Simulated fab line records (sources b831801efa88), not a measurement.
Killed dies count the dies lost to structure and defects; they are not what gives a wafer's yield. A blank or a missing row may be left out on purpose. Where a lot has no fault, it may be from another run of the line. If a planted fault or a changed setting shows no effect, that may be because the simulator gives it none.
Problem report in the 8D (eight disciplines) form, filled by code    flow sky130    the parts of the form that need people (team, actions taken, sign-off) are left out

## 1. THE ISSUE
Wafers without a fault read 25, standard deviation 5.1; killedAtContacts at SKY_PAD_OPEN_PROBE_99 reads a mean of 85 on 4 wafers belonging to 2 lots. That puts it +12 standard deviations away from the usual mean.
Seen first at day 50 03:14 on prober-01, wafer L740.3. The record has a number at this step for 6 wafers belonging to 2 lots. By rule, "out" or "out of limits" means more than 4 standard deviations away from the usual mean. The other wafers with a number count as sound.

## 2. WHAT IT IS, WHAT IT ISN'T
question                     is                              is not
which readings at this step  killedAtContacts                killed_at_M4_up, killedAtFrontEnd, killedAtOther
which lots                   L740, L741                      -
which wafers of those lots   L740.3, L740.5, L741.1, L741.3  L740.6, L741.5
read on which tools          prober-01, prober-02            -
when                         from day 50 03:14               up to then (0 sound wafers); but 2 sound wafers of L740, L741 came after

## 3. WHAT RULES OUT EACH SUSPECT
Counting: if a tool at a process step up to the reading ran every lot that is out, it stays a suspect. Sound lots after the first of them don't rule it out here, since some wafers of a struck lot are sound.
- rieMetal-03 at SKY_LOCAL_INTERCONNECT_ETCH_13 (etches BARC in N2/H2, stops on SiO2, time 45.9 s, target depth 60 nm): kept. It ran every lot that is out, first L740 (day 36 06:07).
- Within rieMetal-03 at SKY_LOCAL_INTERCONNECT_ETCH_13: the wafers that are out ran in chamber 1; their sound lot-mates ran in chamber 0.
Remaining after the count: rieMetal-03 at SKY_LOCAL_INTERCONNECT_ETCH_13.

## 4. THE CAUSE (what the simulator had put in)
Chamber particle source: rieMetal-03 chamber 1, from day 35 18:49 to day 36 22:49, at SKY_LOCAL_INTERCONNECT_ETCH_13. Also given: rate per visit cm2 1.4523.
The count eliminated every tool but this one.

## 5. THE EFFECT CHAIN, in route order
Rows list readings where the struck wafers' mean (over those with a number) sits beyond 3 standard deviations from the usual. Only readings for which the record gives a usual standard deviation are gone through. hours: the time from each lot's start at the first step in this table that gives one to its start at this step, as a median over the lots. sigmas: the change in usual standard deviations.
hours  step                   reading           usual  on struck wafers  change  sigmas
0      SKY_PAD_OPEN_PROBE_99  killedAtContacts  25     85                +60     +12
0      SKY_PAD_OPEN_PROBE_99  killedDies        87     136               +50     +5.6
Its process steps:
- SKY_PAD_OPEN_PROBE_99

## 6. WHAT WOULD HAVE CAUGHT IT SOONER
The fault began at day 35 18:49; the first out-of-limits reading in this record came at day 50 03:14, 344 hours later.
No tool reading at SKY_LOCAL_INTERCONNECT_ETCH_13 that has a usual standard deviation in the record was out on any struck wafer, so an alarm limit of 4 standard deviations on those readings would not have fired.
Lots out: 2; all had begun SKY_LOCAL_INTERCONNECT_ETCH_13 on rieMetal-03 by day 50 03:14. Had the tool been put on hold then, not one of them would have been saved.
